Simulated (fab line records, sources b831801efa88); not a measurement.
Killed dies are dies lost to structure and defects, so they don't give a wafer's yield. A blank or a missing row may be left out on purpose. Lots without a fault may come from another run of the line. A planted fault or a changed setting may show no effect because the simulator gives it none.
A struck lot beside a sound one | flow gf180mcu | 15 steps out of a route of 602
Sound: wafers L794.1, L794.4, L794.5. Struck: wafers L815.1, L815.2. (L815.5 of the same lot was not struck and is left out.) The cause comes at the end.
At each step with rows: each side's tool, then ch and its chambers, then its first start. Under that, the readings that differ: sound wafers | struck wafers | difference of the means | sigmas: that difference in standard deviations of wafers without a fault.
alike: readings whose means differ by less than 2 such deviations, and words and numbers that are the same on both sides. not compared: withheld readings, readings that some wafer has no value for, bounds like >300 that may hide the same value, and numbers for which the record gives no deviation and whose values overlap.
The two part at a step that has a row with sigmas, a row that says differs or no value, or rows on one side only. Numbers that don't overlap but have no deviation are shown without sigmas and don't part them. A reading that every wafer of one side lacks parts them only if that side has two wafers or more.

GF_V2_THK_MEAS_25: measures by xrf.
  sound on film_metro-02, day 20 21:01; struck on film_metro-02, day 28 06:44
  alike: V2_W_THK
then, 1 step without rows for these wafers: GF_V2_CMP_26 (polishes, stops on SiO2, t overpolish 15 s, target thk 0 nm).
GF_M3_SPUTTER_00: material Ti, target thk 37.5 nm, time 150 s.
  sound on pvd_sputter-01, day 20 21:22; struck on pvd_sputter-04, day 28 07:05
  alike: throttle_valve_pct
GF_M3_SPUTTER_01: material TiN, target thk 30 nm, time 25 s.
  sound on pvd_sputter-01, day 20 21:28; struck on pvd_sputter-04, day 28 07:11
  alike: throttle_valve_pct
GF_M3_SPUTTER_02: material AlCu, target thk 450 nm, time 23.9 s.
  sound on pvd_sputter-01, day 20 21:30; struck on pvd_sputter-04, day 28 07:13
  alike: throttle_valve_pct
GF_M3_SPUTTER_03: material Ti, target thk 10 nm, time 6.7 s.
  sound on pvd_sputter-01, day 20 21:32; struck on pvd_sputter-04, day 28 07:15
  alike: throttle_valve_pct
GF_M3_SPUTTER_04: material TiN, target thk 50 nm, time 41.7 s.
  sound on pvd_sputter-01, day 20 21:33; struck on pvd_sputter-04, day 28 07:16
  alike: throttle_valve_pct
GF_M3_RS_MEAS_05: measures by four-point-probe.
  sound on film_metro-01, day 20 21:35; struck on film_metro-03, day 28 07:19
  alike: M3_ALCU_RS
GF_M3_THK_MEAS_06: measures by xrf.
  sound on film_metro-01, day 20 21:43; struck on film_metro-03, day 28 07:26
  alike: M3_ALCU_THK
then, 3 steps without rows for these wafers: GF_M3_DEHYDRATE_07 (time 60 s); GF_M3_HMDS_08 (prime time 60 s); GF_M3_COAT_09 (resist thk 1000 nm).
GF_M3_SOFTBAKE_10: time 60 s.
  sound on litho_track-04 ch 0, day 21 09:46; struck on litho_track-04 ch 0, day 28 16:40
  reading          | sound             | struck      | difference | sigmas
  run_length_s (s) | 89.22 89.22 89.17 | 92.84 92.67 | +3.55      | +27
then, 1 step without rows for these wafers: GF_M3_EXPOSE_11 (exposes mask Metal3, target cd 280 nm).
GF_PASSIVATION_PROBE_99:
  the record has rows for the sound wafers here (prober-02, day 29 10:33) and none for the struck ones

WHERE THEY PART
First at GF_M3_SOFTBAKE_10; last, within this record, at GF_PASSIVATION_PROBE_99.

WHY: what the simulator had put in
Process parameter drift: litho_track-04, from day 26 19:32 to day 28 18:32, at GF_M3_SOFTBAKE_10. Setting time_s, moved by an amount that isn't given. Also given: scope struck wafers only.
